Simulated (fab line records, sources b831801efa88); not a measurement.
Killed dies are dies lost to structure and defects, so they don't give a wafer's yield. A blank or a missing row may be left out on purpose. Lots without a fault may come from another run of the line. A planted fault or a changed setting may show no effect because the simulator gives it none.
Chamber matching | flow gf180mcu | GF_V1_CMP_26 on cmp-02: 4 sister chambers
The step polishes, stops on SiO2, t overpolish 15 s, target thk 0 nm. 4 wafers are shown with their chamber, then 7 later ones without.

WAFERS WITH THEIR CHAMBER
wafer  | chamber | time_to_endpoint_s (s)
L862.4 | 0       | 87
L862.6 | 2       | 90
L865.2 | 1       | 76
L865.4 | 3       | 95

WAFERS WITHOUT THEIR CHAMBER
wafer  | time_to_endpoint_s (s)
L865.5 | 82
L867.1 | 93
L867.4 | 84
L867.5 | 96
L868.1 | 82
L868.4 | 80
L868.5 | 76

WHICH CHAMBER EACH WENT THROUGH
wafer  | from the rows above          | in truth
L865.5 | can't be placed: 0 or 1 or 2 | 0
L867.1 | can't be placed: 3 or 2 or 0 | 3
L867.4 | can't be placed: 0 or 2 or 1 | 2
L867.5 | can't be placed: 3 or 2      | 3
L868.1 | can't be placed: 0 or 1 or 2 | 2
L868.4 | can't be placed: 1 or 0 or 2 | 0
L868.5 | 1                            | 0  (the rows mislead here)
Placed correctly: 0 of 7. Can't be placed from these rows: 6 (the true chamber is among the candidates in 6). Placed wrongly: 1.
How it was worked out, from the rows above alone: a wafer's distance from a chamber is the root of the sum, over the readings, of the square of ((its reading less the chamber's mean) divided by the reading's scatter). The wafer belongs to the nearest chamber; if the next one is less than 2 further off, it can't be placed. A chamber's mean is the mean of its shown wafers. The scatter: with one shown wafer a chamber, the root of the mean of the squares of how far each hidden wafer lies from its nearest shown one.
